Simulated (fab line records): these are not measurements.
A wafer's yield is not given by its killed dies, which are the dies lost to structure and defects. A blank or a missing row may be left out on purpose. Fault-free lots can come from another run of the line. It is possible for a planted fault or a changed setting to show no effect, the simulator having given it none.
What tool caused it? + flow gf180mcu + 33 wafers from 11 lots sampled at 2 of the route's 602 steps

WHAT THE GAUGES READ, wafer by wafer
GF_V1_THK_MEAS_25: measures by xrf.
| lot  | measured     | on           | V1_W_THK (nm) |
|------|--------------|--------------|---------------|
| L510 | day 18 07:47 | filmMetro-01 | 348 342 352   |
| L512 | day 19 02:14 | filmMetro-03 | 344 340 348   |
| L513 | day 19 08:27 | filmMetro-01 | 352 349 353   |
| L520 | day 22 02:40 | filmMetro-01 | 340 347 349   |
| L522 | day 22 18:26 | filmMetro-02 | 345 340 342   |
| L524 | day 23 17:38 | filmMetro-02 | 334 339 336   |
| L525 | day 23 17:52 | filmMetro-02 | 336 341 345   |
| L528 | day 24 22:25 | filmMetro-02 | 331 338 336   |
| L530 | day 25 09:19 | filmMetro-03 | 343 347 341   |
| L531 | day 25 17:31 | filmMetro-02 | 336 349 351   |
| L532 | day 25 20:04 | filmMetro-02 | 347 344 343   |

WHICH TOOL RAN EACH LOT (tool, then ch and the chambers of the sampled wafers, then the start)
| lot  | GF_V1_SPUTTER_21            |
|------|-----------------------------|
| L510 | pvdSputter-03, day 18 07:27 |
| L512 | pvdSputter-01, day 19 01:53 |
| L513 | pvdSputter-02, day 19 08:07 |
| L520 | pvdSputter-03, day 22 02:19 |
| L522 | pvdSputter-01, day 22 18:06 |
| L524 | pvdSputter-02, day 23 17:17 |
| L525 | pvdSputter-03, day 23 17:32 |
| L528 | pvdSputter-01, day 24 22:05 |
| L530 | pvdSputter-03, day 25 08:59 |
| L531 | pvdSputter-03, day 25 17:09 |
| L532 | pvdSputter-01, day 25 19:44 |
- GF_V1_SPUTTER_21: material Ti, target thk 15 nm, time 80.02 s.

THE ANSWER, worked out from the rows above alone
Rule: the usual values come from the lots themselves. Put in order of their means at a reading, lots are off if they are a third of the lots or fewer, leave a main group of 4 or more, and stand apart from it by a gap of 3 or more times the standard deviation of the main group's means; of several such gaps the widest counts. If all means in a main group match to the digits the tables above print for the reading, that group is not used. Also off: a lot with no number at a reading for which 4 or more lots have one. Where the step has rows for the other lots, those lots are counted as sound.
Across all readings shown, no lot is off: no conclusion can be drawn from this.

WHAT WAS PUT IN BY THE SIMULATOR
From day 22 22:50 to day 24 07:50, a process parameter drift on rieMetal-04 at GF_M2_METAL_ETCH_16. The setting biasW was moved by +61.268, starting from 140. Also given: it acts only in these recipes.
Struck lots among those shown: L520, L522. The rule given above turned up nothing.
